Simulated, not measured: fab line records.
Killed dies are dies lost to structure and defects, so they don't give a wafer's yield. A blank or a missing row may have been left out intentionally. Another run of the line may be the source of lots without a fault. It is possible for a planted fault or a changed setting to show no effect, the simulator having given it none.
fab line records | flow sfqLine
record lots=5 wafers=15 lastDay=80
route steps=325 shown I7@308 M8@311
lots that met no fault: taken from a fault-free run of the same line
startH: the number of hours between the record's first day and the start of the first shown wafer of the lot | waitH: hours elapsed since this lot's preceding step | " unchanged from the row above | L1.1+2: one row covering several wafers at once | - either no value or no given start | * or withheld: withheld | < > ~ a bound
route shown NAME@n: NAME is a module with steps in the file, n the number in the route of the first one | usual: mean/standard deviation of fault-free wafers | same: alike in all rows | chamber/n: place in a boat | sites: readings site by site | _std_site: the standard deviation of these | _edge_site: mean of outer sites minus mean of inner sites | radiusMm: for every site, how far away it sits from the centre of the wafer | mask NAME#n: copy n | behind: the tool/chamber that last shaped the wafer | hold: reason for holding the lot/hours on hold/outcome of the hold | device: the n, p or np transistor that did not switch | end of line: tests of these same wafers at the route's end | for a step that has no rows: nothing shown but its recipe | killed: dies lost to structure and defects at the first sort, not the wafer's yield | map: a wafer's dies, marking killed ones x, the rest . and places with no die _
set.NAME: the setting that was run; set.NAME@STEP: the one run at that earlier step | model.NAME: the simulator's own value behind a step, which no gauge read
a table for each step, a row for each wafer; lots at some steps of the route
services: a tool's chamber out of use, with start hour (startH, from the record's first day; less than 0 if before it), hours out, and reason
## steps
# step SFQ_TRILAYER_I7_VIA_ETCH_VIA_ETCH_190
# recipe target=SiO2 stopOn=Nb maskMaterial=PR taperDeg=20 chemistry=CHF3 targetDepthNm=260 sourceW=500 biasW=80 pressureMtorr=30 timeS=withheld
# usual drypumpMotorCurrentA=5.6/0.43 oesProductAu=0.853/0.0062
# columns lot.wafer tool chamber startH waitH drypumpMotorCurrentA oesProductAu
L076.2 rieDiel-02 3 1703.58 0.0 6.2 0.855
L076.5 " 2 " " 5.2 0.853
L076.6 " 3 " " 6.1 0.854
L079.1 rieDiel-03 2 1708.38 0.0 6.1 0.857
L079.4 " 1 " " 5.6 0.854
L079.6 " 0 " " 5.2 0.845
L084.1 rieDiel-01 1 1777.98 0.0 5.4 0.851
L084.3 " 3 " " 6.2 0.845
L084.5 " 1 " " 5.4 0.846
L090.2 rieDiel-03 3 1790.11 0.0 6.2 0.859
L090.4 " 0 " " 5.2 0.858
L090.6 " 2 " " 6.1 0.852
L096.2 rieDiel-02 2 1914.43 0.0 5.3 0.854
L096.4 " 0 " " 4.8 0.851
L096.6 " 1 " " 5.7 0.866
# step SFQ_TRILAYER_I7_VIA_STRIP_STRIP_191
# recipe gas=O2 powerW=200 platenTempC=40 overashFraction=0.65 chemistry=O2 pressureMtorr=50
# usual drypumpMotorCurrentA=5.9/0.53 oesProductAu=0.998/0.0084
# columns lot.wafer tool chamber startH waitH drypumpMotorCurrentA oesProductAu rfHoursCounterH
L076.2 rieMetal-02 1 1703.70 - 6.0 1.004 24
L076.5 " 1 " " 6.0 1.015 -
L076.6 " 0 " " 4.8 1.014 -
L079.1 rieMetal-02 1 1708.50 - 6.0 0.998 25
L079.4 " 1 " " 6.0 0.991 -
L079.6 " 1 " " 6.0 1.001 -
L084.1 rieMetal-03 0 1778.10 - 6.3 1.003 74
L084.3 " 1 " " 6.5 0.983 -
L084.5 " 1 " " 6.5 0.993 -
L090.2 rieMetal-03 0 1790.22 - 6.3 1.012 75
L090.4 " 1 " " 6.5 0.985 -
L090.6 " 1 " " 6.4 0.988 -
L096.2 rieMetal-02 0 1914.54 - 4.8 1.013 92
L096.4 " 1 " " 6.0 0.998 -
L096.6 " 1 " " 6.0 0.980 -
# step SFQ_TRILAYER_I7_VIA_STRIP_SOLV_CLEAN_192
# recipe chemistry=NMP tempC=70 timeS=600
# usual bathGuardTempC=70.0/0.55
# columns lot.wafer tool chamber startH waitH bathGuardTempC
L076.2 wetBench-02 3 1704.30 0.4 70.8
L076.5 " 2 " " 70.0
L076.6 " 6 " " 70.4
L079.1 wetBench-04 4 1709.10 0.4 70.5
L079.4 " 1 " " 70.3
L079.6 " 3 " " 69.4
L084.1 wetBench-04 3 1778.70 0.4 69.7
L084.3 " 4 " " 70.7
L084.5 " 7 " " 69.1
L090.2 wetBench-01 1 1790.82 0.4 70.8
L090.4 " 5 " " 70.1
L090.6 " 3 " " 70.1
L096.2 wetBench-04 3 1915.14 0.4 69.3
L096.4 " 5 " " 69.2
L096.6 " 7 " " 69.8
# step SFQ_TRILAYER_M8_LITHO_LOR_COAT_197
# recipe resist=lift-off spinRpm=3000
# columns lot.wafer tool chamber startH waitH
L076.2+5+6 lithoTrack-01 0 1704.54 0.1
L079.1+4+6 lithoTrack-01 0 1709.27 0.0
L084.1+3+5 lithoTrack-02 0 1779.00 0.1
L090.2+4+6 lithoTrack-02 0 1791.16 0.2
L096.2+4+6 lithoTrack-01 0 1915.36 0.1
# step SFQ_TRILAYER_M8_LITHO_LOR_BAKE_198
# recipe resist=lift-off tempC=withheld timeS=withheld
# columns lot.wafer tool chamber startH waitH
L076.2+5+6 lithoTrack-01 0 1704.88 0.3
L079.1+4+6 lithoTrack-01 0 1709.57 0.2
L084.1+3+5 lithoTrack-02 0 1779.30 0.2
L090.2+4+6 lithoTrack-02 0 1791.50 0.3
L096.2+4+6 lithoTrack-01 0 1915.71 0.3
# step SFQ_TRILAYER_M8_LITHO_COAT_193
# recipe resist=KrF spinRpm=3000 resistThkNm=600
# columns lot.wafer tool chamber startH waitH
L076.2+5+6 lithoTrack-01 0 - -
L079.1+4+6 lithoTrack-01 0 - -
L084.1+3+5 lithoTrack-02 0 - -
L090.2+4+6 lithoTrack-02 0 - -
L096.2+4+6 lithoTrack-01 0 - -
# step SFQ_TRILAYER_M8_LITHO_SOFTBAKE_199
# recipe tempC=withheld timeS=withheld resist=KrF
# columns lot.wafer tool chamber startH waitH
L076.2+5+6 lithoTrack-01 0 - -
L079.1+4+6 lithoTrack-01 0 - -
L084.1+3+5 lithoTrack-02 0 - -
L090.2+4+6 lithoTrack-02 0 - -
L096.2+4+6 lithoTrack-01 0 - -
# step SFQ_TRILAYER_M8_LITHO_EXPOSE_194
# recipe maskId=M8 na=0.6 sourceShape=conventional sigmaOuter=0.65 targetCdNm=2000 doseMj=14.4
# columns lot.wafer tool chamber startH waitH mask
L076.2+5+6 krfScanner-01 0 1814.48 - M8#0
L079.1+4+6 krfScanner-01 0 1819.08 - M8#0
L084.1+3+5 krfScanner-01 0 1879.25 - M8#0
L090.2+4+6 krfScanner-01 0 1889.05 - M8#0
L096.2+4+6 krfScanner-02 0 1916.94 - M8#0
# step SFQ_TRILAYER_M8_LITHO_PEB_196
# recipe pebTempC=115 pebTimeS=60 resist=KrF
# usual heaterPowerTotalW=79.14/0.069
# columns lot.wafer tool chamber startH waitH heaterPowerTotalW
L076.2 lithoTrack-01 0 1815.50 0.8 79.14
L076.5 " 0 " " 79.20
L076.6 " 0 " " 79.20
L079.1 lithoTrack-03 0 1820.28 1.0 79.12
L079.4 " 0 " " 79.21
L079.6 " 0 " " 79.15
L084.1 lithoTrack-02 0 1880.45 1.0 79.13
L084.3 " 0 " " 79.17
L084.5 " 0 " " 79.24
L090.2 lithoTrack-02 0 1890.08 0.8 79.13
L090.4 " 0 " " 79.22
L090.6 " 0 " " 79.16
L096.2 lithoTrack-02 0 1917.96 0.8 79.19
L096.4 " 0 " " 79.01
L096.6 " 0 " " 79.21
# step SFQ_TRILAYER_M8_LITHO_DEVELOP_195
# recipe imgClearS=15 timeS=55 resist=KrF
# columns lot.wafer tool chamber startH waitH
L076.2+5+6 lithoTrack-01 0 1815.65 0.1
L079.1+4+6 lithoTrack-03 0 1820.43 0.1
L084.1+3+5 lithoTrack-02 0 1880.60 0.1
L090.2+4+6 lithoTrack-02 0 1890.22 0.1
L096.2+4+6 lithoTrack-02 0 1918.11 0.1
# step SFQ_M8_OVL_MEAS_948
# usual M8_OVL=-1/5.3
# columns lot.wafer tool chamber startH waitH M8_OVL[nm]
L076.2 overlay-01 - 1815.77 0.1 -9
L076.5 " - " " -8
L076.6 " - " " -14
L079.1 overlay-01 - 1820.57 0.1 0
L079.4 " - " " 1
L079.6 " - " " 1
L084.1 overlay-01 - 1880.74 0.1 7
L084.3 " - " " 11
L084.5 " - " " 3
L090.2 overlay-01 - 1890.35 0.1 -2
L090.4 " - " " 0
L090.6 " - " " 0
L096.2 overlay-02 - 1918.24 0.1 1
L096.4 " - " " 5
L096.6 " - " " 3
# step SFQ_TRILAYER_M8_DEP_EVAP_197
# recipe material=Ti angularSpreadDeg=1 targetThkNm=20 timeS=100 powerW=2000
# columns lot.wafer tool chamber startH waitH
L076.2+5+6 pvdSputter-02 - 1815.80 0.0
L079.1+4+6 pvdSputter-02 - 1820.60 0.0
L084.1+3+5 pvdSputter-01 - 1880.78 0.0
L090.2+4+6 pvdSputter-01 - 1890.38 0.0
L096.2+4+6 pvdSputter-01 - 1918.27 0.0
# step SFQ_TRILAYER_M8_DEP_EVAP_198
# recipe material=Pt angularSpreadDeg=1 targetThkNm=50 timeS=250 powerW=2000
# columns lot.wafer tool chamber startH waitH
L076.2+5+6 pvdSputter-02 - 1815.88 0.0
L079.1+4+6 pvdSputter-02 - 1820.68 0.0
L084.1+3+5 pvdSputter-01 - 1880.85 0.0
L090.2+4+6 pvdSputter-01 - 1890.45 0.0
L096.2+4+6 pvdSputter-01 - 1918.34 0.0
# step SFQ_TRILAYER_M8_DEP_EVAP_196
# recipe material=Au angularSpreadDeg=1 targetThkNm=180 timeS=900 powerW=2000
# columns lot.wafer tool chamber startH waitH
L076.2+5+6 pvdSputter-02 - 1816.03 0.1
L079.1+4+6 pvdSputter-02 - 1820.83 0.1
L084.1+3+5 pvdSputter-01 - 1881.01 0.1
L090.2+4+6 pvdSputter-01 - 1890.61 0.1
L096.2+4+6 pvdSputter-01 - 1918.50 0.1
# step SFQ_M8_RS_MEAS_949
# recipe thkMeasGauge=four-point-probe reads=Au_of_TRILAYER_M8_DEP_EVAP_196+Pt_of_TRILAYER_M8_DEP_EVAP_198+Ti_of_TRILAYER_M8_DEP_EVAP_197
# usual M8_AU_RS=0.1539/0.0015
# columns lot.wafer tool chamber startH waitH M8_AU_RS[ohm/sq]
L076.2 filmMetro-03 - 1816.57 0.3 0.1533
L076.5 " - " " 0.1539
L076.6 " - " " 0.1557
L079.1 filmMetro-02 - 1821.35 0.3 0.1510
L079.4 " - " " 0.1513
L079.6 " - " " 0.1534
L084.1 filmMetro-03 - 1881.52 0.3 0.1521
L084.3 " - " " 0.1529
L084.5 " - " " 0.1542
L090.2 filmMetro-02 - 1891.14 0.3 0.1564
L090.4 " - " " 0.1542
L090.6 " - " " 0.1556
L096.2 filmMetro-02 - 1919.03 0.3 0.1564
L096.4 " - " " 0.1544
L096.6 " - " " 0.1535
# step SFQ_M8_THK_MEAS_950
# recipe thkMeasGauge=xrf reads=Au_of_TRILAYER_M8_DEP_EVAP_196
# usual M8_AU_THK=180.1/2.2
# columns lot.wafer tool chamber startH waitH M8_AU_THK[nm]
L076.2 filmMetro-03 - 1816.68 0.1 181.3
L076.5 " - " " 180.6
L076.6 " - " " 178.4
L079.1 filmMetro-02 - 1821.47 0.1 185.5
L079.4 " - " " 183.2
L079.6 " - " " 182.1
L084.1 filmMetro-03 - 1881.64 0.1 183.1
L084.3 " - " " 182.0
L084.5 " - " " 180.4
L090.2 filmMetro-02 - 1891.25 0.1 179.0
L090.4 " - " " 180.9
L090.6 " - " " 181.0
L096.2 filmMetro-02 - 1919.14 0.1 178.0
L096.4 " - " " 181.5
L096.6 " - " " 183.1
# step SFQ_TRILAYER_M8_LIFTOFF_LIFTOFF_197
# recipe tempC=80 timeS=600 chemistry=NMP
# usual bathGuardTempC=79.8/0.65
# columns lot.wafer tool chamber startH waitH bathGuardTempC
L076.2 wetBench-04 0 1816.73 0.0 79.8
L076.5 " 6 " " 79.0
L076.6 " 4 " " 80.7
L079.1 wetBench-03 0 1821.53 0.1 79.4
L079.4 " 5 " " 78.5
L079.6 " 3 " " 79.1
L084.1 wetBench-03 7 1881.70 0.1 79.5
L084.3 " 6 " " 80.5
L084.5 " 3 " " 79.4
L090.2 wetBench-03 1 1891.30 0.0 79.8
L090.4 " 7 " " 79.6
L090.6 " 0 " " 79.9
L096.2 wetBench-04 6 1919.19 0.0 78.4
L096.4 " 5 " " 79.4
L096.6 " 3 " " 79.6
# step SFQ_M8_BOW_MEAS_951
# recipe mode=bow
# usual M8_BOW=10/11
# columns lot.wafer tool chamber startH waitH M8_BOW[um]
L076.2 filmMetro-02 - 1816.92 0.0 -9
L076.5 " - " " -4
L076.6 " - " " -3
L079.1 filmMetro-03 - 1821.70 0.0 21
L079.4 " - " " 2
L079.6 " - " " 6
L084.1 filmMetro-04 - 1881.88 0.0 4
L084.3 " - " " -7
L084.5 " - " " 1
L090.2 filmMetro-03 - 1891.50 0.0 9
L090.4 " - " " 9
L090.6 " - " " 12
L096.2 filmMetro-02 - 1919.39 0.0 18
L096.4 " - " " 14
L096.6 " - " " 14
## services
# columns tool chamber startH hours kind
wetBench-04 - 1686.04 13.0 repair
krfScanner-01 - 1693.48 0.8 pm
rieDiel-03 1 1695.09 6.1 repair
krfScanner-01 - 1710.72 0.2 repair
rieMetal-02 1 1725.32 24.4 repair
rieDiel-03 0 1729.15 10.9 repair
pvdSputter-02 - 1735.94 3.0 repair
pvdSputter-01 - 1750.34 1.9 repair
rieDiel-03 1 1757.25 1.2 repair
rieDiel-03 2 1760.52 6.8 repair
wetBench-04 - 1763.62 3.8 repair
rieDiel-03 - 1770.18 1.0 repair
rieDiel-02 0 1776.13 14.3 repair
krfScanner-01 - 1798.58 1.3 pm
rieMetal-02 0 1804.22 6.1 repair
rieMetal-03 - 1809.05 0.3 repair
pvdSputter-01 - 1816.92 1.0 repair
krfScanner-01 - 1825.08 1.0 pm
rieDiel-03 2 1844.03 13.2 repair
wetBench-04 - 1845.88 8.0 repair
rieMetal-03 1 1859.74 12.4 repair
rieMetal-02 - 1869.04 7.5 repair
rieMetal-02 - 1876.53 2.8 pm
pvdSputter-02 - 1915.95 2.2 repair
## key
fault none
